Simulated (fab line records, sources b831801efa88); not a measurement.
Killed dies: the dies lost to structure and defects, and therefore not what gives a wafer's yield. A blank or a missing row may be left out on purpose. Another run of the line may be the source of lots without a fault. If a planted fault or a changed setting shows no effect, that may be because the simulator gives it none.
Chamber matching + flow gf180mcu + GF_V2_CVD_02 on pecvd-04: 3 sister chambers
The step deposits SiO2 from TEOS, target thk 850 nm, time 94.851 s. 14 wafers are shown with their chamber, then 6 later ones without.

## EACH WAFER AND ITS CHAMBER
| wafer  | chamber | heater power w (W) |
|--------|---------|--------------------|
| L907.1 | 2       | 580                |
| L907.3 | 0       | 684                |
| L907.6 | 1       | 557                |
| L908.1 | 1       | 736                |
| L908.3 | 0       | 713                |
| L908.6 | 2       | 602                |
| L910.3 | 0       | 688                |
| L910.4 | 1       | 582                |
| L910.6 | 2       | 553                |
| L912.2 | 2       | 619                |
| L912.3 | 1       | 620                |
| L919.2 | 0       | 718                |
| L919.3 | 1       | 729                |
| L919.5 | 1       | 573                |

SIGNATURES, as means of the wafers listed above
| reading        | chamber 0 | chamber 1 | chamber 2 | scatter within a chamber |
|----------------|-----------|-----------|-----------|--------------------------|
| heater power w | 700.75    | 632.83    | 588.50    | 56.7                     |
Rule: distance of a wafer from a chamber = root of the sum over the readings of ((wafer's reading minus chamber's mean) / reading's scatter) squared. The wafer belongs to the nearest chamber; if the next one is less than 2 further off, it can't be placed. The scatter: take each reading less its chamber's mean, square it, sum over the shown wafers, divide by the number of wafers less the number of chambers, and take the root.

## WAFERS WHOSE CHAMBER IS MISSING
| wafer  | heater power w (W) |
|--------|--------------------|
| L922.1 | 539                |
| L922.4 | 584                |
| L922.5 | 730                |
| L926.3 | 582                |
| L926.4 | 722                |
| L926.5 | 615                |

## WHICH CHAMBER EACH ONE RAN IN
| wafer  | from the rows above          | in truth |
|--------|------------------------------|----------|
| L922.1 | can't be placed: 2 or 1 or 0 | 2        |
| L922.4 | can't be placed: 2 or 1 or 0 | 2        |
| L922.5 | can't be placed: 0 or 1 or 2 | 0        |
| L926.3 | can't be placed: 2 or 1 or 0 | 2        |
| L926.4 | can't be placed: 0 or 1 or 2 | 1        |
| L926.5 | can't be placed: 1 or 2 or 0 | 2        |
Correct placement for 0 of the 6. Can't be placed from these rows: 6 (the true chamber is among the candidates in 6). Wrongly placed: 0.
